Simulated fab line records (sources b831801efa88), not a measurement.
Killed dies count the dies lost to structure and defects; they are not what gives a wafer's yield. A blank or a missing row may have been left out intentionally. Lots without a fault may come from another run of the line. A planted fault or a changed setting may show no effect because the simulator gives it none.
Comparing a struck lot with a sound one + flow sky130 + 23 steps out of a route of 708
Sound: the wafers L256.2, L256.5, L256.6. The struck wafers were L253.1, L253.2, L253.6. The cause is named last.
Per side, at each step with rows, come the tool, then ch with its chambers, and then its first start. Under that, the readings that differ: sound wafers + struck wafers + difference of the means + sigmas: that difference in standard deviations of wafers without a fault.
alike: readings whose means differ by less than 2 such deviations, and words and numbers that are the same on both sides. not compared: withheld readings, readings that some wafer has no value for, bounds like >300 that may hide the same value, and numbers for which the record gives no deviation and whose values overlap.
The two part at a step that has a row with sigmas, a row that says differs or no value, or rows on one side only. Numbers that have no deviation but don't overlap get no sigmas and don't part them. A reading that every wafer of one side lacks parts them only if that side has two wafers or more.

SKY_PASSIVATION_CVD_00: deposits SiO2, target thk 90 nm.
  sound on pecvd-03 ch 0,2, day 46 12:09; struck on pecvd-03 ch 0,2, day 45 18:46
  alike: heater_power_w
SKY_PASSIVATION_THK_MEAS_01:
  sound: film_metro-02 at day 46 12:11; struck: film_metro-01 at day 45 18:47
  alike: PASSIVATION_CVD_00_THK
SKY_PASSIVATION_CVD_02: deposits Si3N4, target thk 540 nm.
  sound on pecvd-04 ch 0,1,2, day 46 12:14; struck on pecvd-02 ch 1,2, day 45 18:50
  alike: heater_power_w
SKY_PASSIVATION_THK_MEAS_03:
  sound: film_metro-01 at day 46 12:28; struck: film_metro-03 at day 45 19:04
| reading                     | sound       | struck      | difference | sigmas |
|-----------------------------|-------------|-------------|------------|--------|
| PASSIVATION_CVD_02_THK (nm) | 543 550 560 | 531 529 536 | -19        | -3     |
then, 7 steps without rows for these wafers: SKY_PASSIVATION_DEHYDRATE_04 (time 60 s); SKY_PASSIVATION_HMDS_05 (prime time 60 s); SKY_PASSIVATION_COAT_06 (resist thk 3000 nm); SKY_PASSIVATION_SOFTBAKE_07; SKY_PASSIVATION_EXPOSE_08 (exposes mask NSM, target cd 3000 nm); SKY_PASSIVATION_PEB_09; SKY_PASSIVATION_DEVELOP_10 (develop time 60 s).
SKY_PASSIVATION_ETCH_11: etches the open film in CF4/O2, stops on AlCu, target depth 725 nm, time 161.1 s.
  sound on rie_diel-04 ch 0,1,2, day 47 07:08; struck on rie_diel-04 ch 1,2,3, day 46 15:38
| reading               | sound             | struck            | difference | sigmas |
|-----------------------|-------------------|-------------------|------------|--------|
| oes_product_au (a.u.) | 0.982 0.982 0.989 | 0.965 0.970 0.976 | -0.014     | -2     |
  alike: drypump_motor_current_A, throttle_valve_pct
  not compared: rf_hours_counter_h
SKY_PASSIVATION_STRIP_12: strips in O2/N2.
  sound on plasma_asher-02 ch 0,1, day 47 07:15; struck on plasma_asher-02 ch 0,1, day 46 15:44
  no value came back on the struck wafers for chamber_pressure_mTorr (mTorr), drypump_motor_current_A (A), oes_product_au (a.u.), strip_time_to_endpoint_s (s); on the sound wafers chamber_pressure_mTorr (mTorr) reads 1497.3 1499.1 1500.6
| reading                                       | sound | struck         | difference | sigmas |
|-----------------------------------------------|-------|----------------|------------|--------|
| model.coat_of_PASSIVATION_COAT_06.thk_nm (nm) | 0 0 0 | 2510 2503 2516 | +2510      |        |
  not compared: rf_hours_counter_h
then, 7 steps without rows for these wafers: SKY_PAD_OPEN_DEHYDRATE_00 (time 60 s); SKY_PAD_OPEN_HMDS_01 (prime time 60 s); SKY_PAD_OPEN_COAT_02 (resist thk 3000 nm); SKY_PAD_OPEN_SOFTBAKE_03; SKY_PAD_OPEN_EXPOSE_04 (exposes mask PDM, target cd 60000 nm); SKY_PAD_OPEN_PEB_05; SKY_PAD_OPEN_DEVELOP_06 (develop time 60 s).
SKY_PAD_OPEN_ETCH_07: etches the open film in CF4/O2, stops on AlCu, target depth 725 nm, time 161.1 s.
  sound on rie_diel-01 ch 0,3, day 48 01:41; struck on rie_diel-01 ch 0,1, day 47 10:26
| reading               | sound             | struck            | difference | sigmas |
|-----------------------|-------------------|-------------------|------------|--------|
| oes_product_au (a.u.) | 0.974 0.988 0.993 | 0.967 0.961 0.980 | -0.016     | -2     |
  alike: drypump_motor_current_A, throttle_valve_pct
  not compared: rf_hours_counter_h
SKY_PAD_OPEN_STRIP_08: strips in O2/N2.
  sound on plasma_asher-03 ch 0,1, day 48 01:47; struck on plasma_asher-04 ch 0,1, day 47 10:32
| reading                      | sound             | struck            | difference | sigmas      |
|------------------------------|-------------------|-------------------|------------|-------------|
| oes_product_au (a.u.)        | 0.660 0.664 0.658 | 0.693 0.689 0.695 | +0.032     | +7          |
| strip_time_to_endpoint_s (s) | 36.95 36.95 36.88 | 73.94 73.91 73.99 | +37.02     | +99 or more |
  alike: chamber_pressure_mTorr, drypump_motor_current_A
  not compared: rf_hours_counter_h
then, 1 step without rows for these wafers: SKY_PAD_OPEN_STRIP_09 (strips in post etch residue remover, time 1200 s).

WHERE THEY PART
First at SKY_PASSIVATION_THK_MEAS_03; last, within this record, at SKY_PAD_OPEN_STRIP_08.

WHY: whatever the simulator had introduced
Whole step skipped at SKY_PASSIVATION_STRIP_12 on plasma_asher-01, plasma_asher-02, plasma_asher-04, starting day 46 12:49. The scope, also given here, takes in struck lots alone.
